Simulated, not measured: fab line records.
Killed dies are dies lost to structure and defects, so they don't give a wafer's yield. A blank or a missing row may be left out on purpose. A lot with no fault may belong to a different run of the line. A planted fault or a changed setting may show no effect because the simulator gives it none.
fab line records -- flow sky130
record: lots: 14, wafers: 42, last-day: 50
route steps=708 shown CONTACT@427 METAL4@634 VIA4@651 PAD_OPEN@707
lots that met no fault: taken from a fault-free run of the same line
start-h: the number of hours between the record's first day and the start of the first shown wafer of the lot -- wait-h: hours from the lot's prior step to this one -- " unchanged from the row above -- L1.1+2: a row that stands for several wafers -- - no value, or no start was given -- * or withheld: withheld -- < > ~ a bound
route shown NAME@n: a module of which the file shows steps, and the number in the route of the first -- usual: mean/standard deviation taken from wafers without a fault -- same: alike in all rows -- chamber/n: place in a boat -- sites: readings site by site -- _std_site: standard deviation of those values -- _edge_site: outer sites' mean less inner sites' -- radius-mm: how far each site lies from the wafer's centre -- mask NAME#n: copy n -- behind: the last tool/chamber to shape the wafer -- hold: why the lot was held/for how many hours/how that ended -- device: names the non-switching transistor (n, p or np) -- end of line: the tests these same wafers got at the end of their route -- a step given without rows: its recipe and nothing more -- killed: at the first sort, the dies lost to defects and structure; wafer yield is something else -- map: the dies of a wafer, with x for killed, . for not killed, _ for no die there
set.NAME: the setting the step ran with; set.NAME@STEP: the setting that earlier step ran with -- model.NAME: the simulator's own value behind a step, which no gauge read
the route's steps for a sample of lots (tables are steps, rows are wafers)
services: a tool's chamber out of use, with start hour (start-h, from the record's first day; less than 0 if before it), hours out, and reason
== steps ==
step: SKY_CONTACT_CLEAN_21
recipe: chemistry: IPA, time-s: 180, temp-c: 25
lot.wafer,tool,chamber,start-h,wait-h
L202.1+3+5,wet-bench-03,2,738.05,0.0
L203.1+2+5,wet-bench-02,1,740.65,0.0
L205.4+5+6,wet-bench-02,2,756.95,0.0
L204.2+4+6,wet-bench-03,1,757.95,0.0
L209.1+5+6,wet-bench-03,0,809.55,0.0
L211.1+2+3,wet-bench-03,3,811.50,0.0
L214.2+5+6,wet-bench-03,0,827.84,0.0
L215.2+4+6,wet-bench-03,1,837.55,0.0
L216.2+4+5,wet-bench-02,0,844.20,0.0
L217.1+3+5,wet-bench-02,3,845.70,0.0
L222.2+3+5,wet-bench-02,1,882.05,0.0
L223.1+2+6,wet-bench-02,1,890.85,0.0
L224.2+5+6,wet-bench-03,3,898.13,0.0
L225.1+4+5,wet-bench-02,1,903.85,0.0
step: SKY_METAL4_METAL_ETCH_18
recipe: target-depth-a: 8450, stop-on: SiO2, over-etch-frac: 0.3, time-s: 183.1, chemistry: Cl2/BCl3, resist-sidewall-deg: 88, pressure-mtorr: 10, icp-w: 900, bias-w: 48.5, Cl2_flow_sccm: 60, bcl3-flow-sccm: 30
usual: drypump-motor-current-A: 5.8/0.48, oes-product-au: 0.866/0.0077, throttle-valve-pct: 22.264/0.0086
lot.wafer,tool,chamber,start-h,wait-h,drypump-motor-current-A,oes-product-au,rf-hours-counter-h,throttle-valve-pct
L202.1,rie-metal-02,0,978.77,0.0,6.2,0.869,8,22.268
L202.3,rie-metal-02,0,978.77,0.0,6.2,0.874,-,22.271
L202.5,rie-metal-02,1,978.77,0.0,6.7,0.880,-,22.260
L203.1,rie-metal-02,0,984.07,0.0,6.2,0.873,9,22.276
L203.2,rie-metal-02,1,984.07,0.0,6.7,0.870,17,22.243
L203.5,rie-metal-02,0,984.07,0.0,6.2,0.876,-,22.259
L205.4,rie-metal-02,1,996.66,0.1,6.7,0.875,-,22.261
L205.5,rie-metal-02,1,996.66,0.1,6.7,0.863,-,22.254
L205.6,rie-metal-02,0,996.66,0.1,6.2,0.871,-,22.256
L204.2,rie-metal-04,0,997.90,0.0,5.6,0.855,11,22.268
L204.4,rie-metal-04,0,997.90,0.0,5.6,0.860,-,22.249
L204.6,rie-metal-04,0,997.90,0.0,5.6,0.862,-,22.269
L209.1,rie-metal-04,0,1042.52,0.0,5.6,0.858,14,22.269
L209.5,rie-metal-04,0,1042.52,0.0,5.6,0.861,-,22.266
L209.6,rie-metal-04,1,1042.52,0.0,5.2,0.862,-,22.261
L211.1,rie-metal-03,0,1044.93,0.0,5.8,0.859,14,22.258
L211.2,rie-metal-03,0,1044.93,0.0,5.8,0.849,-,22.261
L211.3,rie-metal-03,0,1044.93,0.0,5.8,0.855,-,22.267
L214.2,rie-metal-03,0,1059.20,0.1,5.9,0.857,-,22.261
L214.5,rie-metal-03,0,1059.20,0.1,5.8,0.861,-,22.246
L214.6,rie-metal-03,0,1059.20,0.1,5.8,0.855,-,22.282
L215.2,rie-metal-04,0,1068.08,0.0,5.6,0.874,16,22.268
L215.4,rie-metal-04,0,1068.08,0.0,5.5,0.866,-,22.248
L215.6,rie-metal-04,1,1068.08,0.0,5.2,0.864,-,22.264
L216.2,rie-metal-03,0,1072.21,0.1,5.9,0.868,-,22.257
L216.4,rie-metal-03,0,1072.21,0.1,5.9,0.865,-,22.252
L216.5,rie-metal-03,0,1072.21,0.1,5.8,0.863,-,22.265
L217.1,rie-metal-03,0,1073.41,0.0,5.9,0.872,18,22.264
L217.3,rie-metal-03,0,1073.41,0.0,5.8,0.888,-,22.247
L217.5,rie-metal-03,0,1073.41,0.0,5.9,0.877,-,22.262
L222.2,rie-metal-02,1,1101.67,0.0,6.7,0.869,24,22.285
L222.3,rie-metal-02,1,1101.67,0.0,6.7,0.865,-,22.271
L222.5,rie-metal-02,0,1101.67,0.0,6.2,0.868,-,22.264
L223.1,rie-metal-04,1,1109.96,0.0,5.2,0.873,14,22.257
L223.2,rie-metal-04,0,1109.96,0.0,5.6,0.875,19,22.271
L223.6,rie-metal-04,1,1109.96,0.0,5.2,0.873,-,22.266
L224.2,rie-metal-02,0,1114.88,0.0,6.2,0.870,18,22.264
L224.5,rie-metal-02,0,1114.88,0.0,6.2,0.879,-,22.251
L224.6,rie-metal-02,1,1114.88,0.0,6.7,0.867,-,22.276
L225.1,rie-metal-02,1,1119.22,0.0,6.7,0.864,26,22.258
L225.4,rie-metal-02,1,1119.22,0.0,6.7,0.867,-,22.269
L225.5,rie-metal-02,1,1119.22,0.0,6.7,0.862,-,22.252
step: SKY_VIA4_ETCH_12
recipe: target: SiO2, chemistry: C4F8/O2/Ar, stop-on: TiN, mask-material: NOVOLAK, source-w: 1500, bias-w: 1200, pressure-mtorr: 40, c4f8-flow-sccm: withheld, O2_flow_sccm: 6, Ar_flow_sccm: 300, time-s: withheld, target-depth-a: 5800
usual: oes-product-au: 0.925/0.0043
lot.wafer,tool,chamber,start-h,wait-h,oes-product-au
L202.1,rie-diel-01,3,1003.71,0.0,0.930
L202.3,rie-diel-01,2,1003.71,0.0,0.927
L202.5,rie-diel-01,3,1003.71,0.0,0.923
L203.1,rie-diel-04,3,1009.21,0.0,0.916
L203.2,rie-diel-04,2,1009.21,0.0,0.925
L203.5,rie-diel-04,3,1009.21,0.0,0.933
L205.4,rie-diel-04,1,1020.70,0.0,0.917
L205.5,rie-diel-04,0,1020.70,0.0,0.921
L205.6,rie-diel-04,1,1020.70,0.0,0.927
L204.2,rie-diel-04,3,1021.71,0.0,0.926
L204.4,rie-diel-04,0,1021.71,0.0,0.926
L204.6,rie-diel-04,1,1021.71,0.0,0.924
L209.1,rie-diel-02,0,1065.81,0.0,0.922
L209.5,rie-diel-02,2,1065.81,0.0,0.935
L209.6,rie-diel-02,1,1065.81,0.0,0.925
L211.1,rie-diel-02,2,1068.71,0.0,0.931
L211.2,rie-diel-02,3,1068.71,0.0,0.930
L211.3,rie-diel-02,0,1068.71,0.0,0.924
L214.2,rie-diel-01,0,1081.41,0.0,0.922
L214.5,rie-diel-01,3,1081.41,0.0,0.924
L214.6,rie-diel-01,2,1081.41,0.0,0.924
L215.2,rie-diel-02,0,1089.86,0.0,0.928
L215.4,rie-diel-02,0,1089.86,0.0,0.930
L215.6,rie-diel-02,2,1089.86,0.0,0.920
L216.2,rie-diel-04,0,1093.61,0.0,0.926
L216.4,rie-diel-04,2,1093.61,0.0,0.923
L216.5,rie-diel-04,1,1093.61,0.0,0.931
L217.1,rie-diel-01,1,1095.51,0.0,0.924
L217.3,rie-diel-01,0,1095.51,0.0,0.930
L217.5,rie-diel-01,3,1095.51,0.0,0.925
L222.2,rie-diel-01,0,1122.86,0.0,0.918
L222.3,rie-diel-01,3,1122.86,0.0,0.925
L222.5,rie-diel-01,3,1122.86,0.0,0.925
L223.1,rie-diel-04,3,1131.51,0.0,0.928
L223.2,rie-diel-04,0,1131.51,0.0,0.932
L223.6,rie-diel-04,2,1131.51,0.0,0.931
L224.2,rie-diel-04,1,1135.96,0.0,0.918
L224.5,rie-diel-04,2,1135.96,0.0,0.920
L224.6,rie-diel-04,1,1135.96,0.0,0.925
L225.1,rie-diel-04,3,1140.17,0.0,0.927
L225.4,rie-diel-04,1,1140.17,0.0,0.924
L225.5,rie-diel-04,3,1140.17,0.0,0.927
step: SKY_PAD_OPEN_BOW_MEAS_13
recipe: mode: bow
usual: PAD_OPEN_BOW: 46/9.6
lot.wafer,tool,chamber,start-h,wait-h,PAD_OPEN_BOW[um]
L202.1,film-metro-03,-,1075.02,-,45
L202.3,film-metro-03,-,1075.02,-,42
L202.5,film-metro-03,-,1075.02,-,48
L203.1,film-metro-03,-,1079.12,-,30
L203.2,film-metro-03,-,1079.12,-,29
L203.5,film-metro-03,-,1079.12,-,29
L205.4,film-metro-04,-,1090.67,-,49
L205.5,film-metro-04,-,1090.67,-,39
L205.6,film-metro-04,-,1090.67,-,62
L204.2,film-metro-01,-,1092.48,-,30
L204.4,film-metro-01,-,1092.48,-,35
L204.6,film-metro-01,-,1092.48,-,38
L209.1,film-metro-01,-,1132.08,-,51
L209.5,film-metro-01,-,1132.08,-,48
L209.6,film-metro-01,-,1132.08,-,37
L211.1,film-metro-01,-,1134.08,-,38
L211.2,film-metro-01,-,1134.08,-,51
L211.3,film-metro-01,-,1134.08,-,49
L214.2,film-metro-01,-,1143.62,-,52
L214.5,film-metro-01,-,1143.62,-,57
L214.6,film-metro-01,-,1143.62,-,51
L215.2,film-metro-04,-,1153.79,-,42
L215.4,film-metro-04,-,1153.79,-,49
L215.6,film-metro-04,-,1153.79,-,53
L216.2,film-metro-04,-,1155.85,-,44
L216.4,film-metro-04,-,1155.85,-,53
L216.5,film-metro-04,-,1155.85,-,45
L217.1,film-metro-03,-,1157.91,-,38
L217.3,film-metro-03,-,1157.91,-,34
L217.5,film-metro-03,-,1157.91,-,38
L222.2,film-metro-04,-,1180.59,-,47
L222.3,film-metro-04,-,1180.59,-,40
L222.5,film-metro-04,-,1180.59,-,47
L223.1,film-metro-03,-,1188.52,-,53
L223.2,film-metro-03,-,1188.52,-,55
L223.6,film-metro-03,-,1188.52,-,43
L224.2,film-metro-03,-,1191.39,-,41
L224.5,film-metro-03,-,1191.39,-,49
L224.6,film-metro-03,-,1191.39,-,49
L225.1,film-metro-03,-,1196.12,-,59
L225.4,film-metro-03,-,1196.12,-,46
L225.5,film-metro-03,-,1196.12,-,56
step: SKY_PAD_OPEN_PROBE_99
usual: killed_at_M0_to_M3: 44/7.1, killed_at_M4_up: 3/1.6, killed-at-contacts: 24/5.4, killed-at-front-end: 15/4.7, killed-at-other: 0.3/0.51, killed-dies: 87/9.9, killed-open: 48/7.6, killed-short: 39/6.3
same: gross-dies: 492, killed-at-back-side: 0
lot.wafer,tool,chamber,start-h,wait-h,killed_at_M0_to_M3,killed_at_M4_up,killed-at-contacts,killed-at-front-end,killed-at-other,killed-dies,killed-open,killed-short
L214.2,prober-01,-,1143.77,0.1,46,3,58,15,0,122,63,34
L214.5,prober-01,-,1143.92,0.2,41,3,51,17,0,112,45,36
L214.6,prober-01,-,1143.97,0.2,38,3,49,14,0,104,44,33
L215.2,prober-02,-,1153.94,0.1,35,4,65,14,0,118,31,39
L215.4,prober-02,-,1154.04,0.2,56,1,67,17,0,141,54,33
L215.6,prober-02,-,1154.14,0.2,41,2,65,13,0,121,41,36
killed by level:class
L214.2 CONTACT:unspecified=25 VIA1:geometric-particle:open=17 CONTACT:geometric-particle:open=13 LI_CONTACT:geometric-particle:open=9 VIA3:geometric-particle:open=7 POLY_GATE:geometric-particle:short=6 POLY_GATE:geometric-particle:open=5 LI_CONTACT:geometric-particle:short=4
L214.5 CONTACT:unspecified=31 VIA1:geometric-particle:open=13 VIA1:geometric-particle:short=8 FIELD_ISO:geometric-particle:short=5 FIELD_ISO:geometric-particle:open=5 LI_CONTACT:geometric-particle:open=5 CONTACT:geometric-particle:open=5 METAL2:geometric-particle:short=5
L214.6 CONTACT:unspecified=27 VIA1:geometric-particle:open=15 CONTACT:geometric-particle:open=7 LOCAL_INTERCONNECT:geometric-particle:short=6 POLY_GATE:geometric-particle:short=5 VIA2:geometric-particle:open=5 FIELD_ISO:geometric-particle:open=4 LI_CONTACT:geometric-particle:open=4
L215.2 CONTACT:unspecified=48 METAL1:geometric-particle:short=9 CONTACT:geometric-particle:open=8 VIA1:geometric-particle:open=7 POLY_GATE:geometric-particle:short=6 VIA3:geometric-particle:open=5 LOCAL_INTERCONNECT:geometric-particle:short=4 VIA1:geometric-particle:short=4
L215.4 CONTACT:unspecified=54 VIA1:geometric-particle:open=12 VIA3:geometric-particle:open=11 METAL2:geometric-particle:short=8 VIA2:geometric-particle:open=6 FIELD_ISO:geometric-particle:open=5 POLY_GATE:geometric-particle:open=5 CONTACT:geometric-particle:open=5
L215.6 CONTACT:unspecified=44 METAL1:geometric-particle:short=10 CONTACT:geometric-particle:open=9 VIA1:geometric-particle:open=7 VIA3:geometric-particle:open=7 LI_CONTACT:geometric-particle:open=6 FIELD_ISO:geometric-particle:short=5 POLY_GATE:geometric-particle:open=4
== services ==
tool,chamber,start-h,hours,kind
wet-bench-02,-,742.43,2.2,repair
rie-diel-04,-,787.36,0.3,repair
rie-diel-04,1,789.21,6.0,repair
rie-diel-04,-,790.58,0.4,repair
rie-metal-04,1,824.95,24.5,repair
rie-diel-04,2,851.78,5.5,repair
rie-diel-01,-,855.12,0.7,repair
rie-metal-03,0,860.64,5.8,repair
rie-diel-04,-,861.51,0.7,repair
rie-metal-04,1,868.52,7.3,repair
rie-diel-02,0,932.78,5.6,repair
rie-diel-01,-,934.77,0.7,repair
rie-metal-04,-,970.30,2.2,repair
rie-metal-03,-,973.22,14.6,pm
rie-diel-04,3,992.55,2.8,repair
rie-metal-03,1,995.99,189.0,repair
rie-diel-02,2,1030.28,16.9,repair
rie-diel-04,1,1037.98,3.8,repair
rie-metal-02,1,1068.25,12.4,repair
rie-diel-01,1,1070.26,15.4,repair
rie-diel-01,0,1104.81,2.6,repair
rie-metal-04,-,1115.16,2.8,pm
rie-diel-01,-,1124.31,0.8,repair
wet-bench-03,-,1131.84,0.8,repair
== key ==
first-sign: step: SKY_PAD_OPEN_PROBE_99, reading: killed-at-contacts, direction: up, sigmas: 6.4, usual: 24, struck: 59
effect: step: SKY_PAD_OPEN_PROBE_99, reading: killed-dies, direction: up, sigmas: 3.3, usual: 87, struck: 120
met-at SKY_CONTACT_CLEAN_21
struck-lots L214,L215
tester-left-out L214,L215
not-acting-at SKY_METAL4_METAL_ETCH_18,SKY_VIA4_ETCH_12,SKY_PAD_OPEN_BOW_MEAS_13
onset-between 811.50 827.84
fault: kind: chamber-particle-source, tool: wet-bench-03, chamber: -, onset-h: 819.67, steps: SKY_CONTACT_CLEAN_21, rate-per-visit-cm2: 0.6804, end-h: 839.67
tester-left-out: of these lots the tester's yield and bins aren't shown, on N5 and GAA mostly nor the transistor test; their killed dies are dies lost to structure and defects alone, not to doping, threshold or leakage, so they don't give the yield
